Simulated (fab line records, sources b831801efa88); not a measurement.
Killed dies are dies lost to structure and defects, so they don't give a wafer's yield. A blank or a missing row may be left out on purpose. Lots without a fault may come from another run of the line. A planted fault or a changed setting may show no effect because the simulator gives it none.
Chamber matching | flow sky130 | SKY_CONTACT_CMP_27 on cmp-01: 4 sister chambers
The step polishes, stops on SiO2, t overpolish 15 s, target thk 0 nm. 14 wafers are shown with their chamber, then 7 later ones without.

WAFERS WITH THEIR CHAMBER
wafer  | chamber | motor_current_A (A) | overpolish_run_s (s) | time_to_endpoint_s (s)
L645.2 | 2       | 11.3                | 14.999               | 78.9
L645.3 | 1       | 10.7                | 14.994               | 84.8
L645.5 | 2       | 10.5                | 14.990               | 79.4
L650.3 | 1       | 11.1                | 15.004               | 85.7
L650.4 | 2       | 10.4                | 15.001               | 84.1
L650.5 | 0       | 12.6                | 14.996               | 84.7
L651.1 | 1       | 11.0                | 15.006               | 80.7
L651.4 | 2       | 10.7                | 14.993               | 77.8
L651.6 | 3       | 11.0                | 15.012               | 76.7
L654.1 | 2       | 10.5                | 14.990               | 83.8
L654.2 | 0       | 12.4                | 14.995               | 82.6
L654.5 | 2       | 10.7                | 14.985               | 80.7
L655.2 | 1       | 11.1                | 15.013               | 87.1
L655.4 | 3       | 11.6                | 15.006               | 82.6

SIGNATURES (means of the wafers above)
reading            | chamber 0 | chamber 1 | chamber 2 | chamber 3 | scatter within a chamber
motor_current_A    | 12.500    | 10.975    | 10.683    | 11.300    | 0.289
overpolish_run_s   | 14.99550  | 15.00425  | 14.99300  | 15.00900  | 0.00621
time_to_endpoint_s | 83.650    | 84.575    | 80.783    | 79.650    | 2.77
Rule: a wafer's distance from a chamber is the root of the sum, over the readings, of the square of ((its reading less the chamber's mean) divided by the reading's scatter). The wafer belongs to the nearest chamber; if the next one is less than 2 further off, it can't be placed. The scatter: the root of (the sum of the squares of (reading less its chamber's mean) over the shown wafers, divided by (wafers less chambers)).

WAFERS WITHOUT THEIR CHAMBER
wafer  | motor_current_A (A) | overpolish_run_s (s) | time_to_endpoint_s (s)
L655.6 | 11.6                | 14.981               | 82.8
L665.1 | 12.6                | 15.011               | 83.6
L665.4 | 11.8                | 15.008               | 83.0
L665.5 | 11.2                | 15.000               | 83.1
L666.2 | 11.0                | 15.012               | 82.8
L666.3 | 13.1                | 15.012               | 81.9
L666.4 | 10.8                | 14.995               | 86.2

WHICH CHAMBER EACH WENT THROUGH
wafer  | from the rows above               | in truth
L655.6 | can't be placed: 2 or 0 or 1 or 3 | 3
L665.1 | 0                                 | 0
L665.4 | can't be placed: 3 or 1 or 0      | 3
L665.5 | can't be placed: 1 or 3 or 2      | 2
L666.2 | can't be placed: 1 or 3 or 2      | 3
L666.3 | 0                                 | 0
L666.4 | can't be placed: 1 or 2 or 3      | 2
Placed correctly: 2 of 7. Can't be placed from these rows: 5 (the true chamber is among the candidates in 5). Placed wrongly: 0.
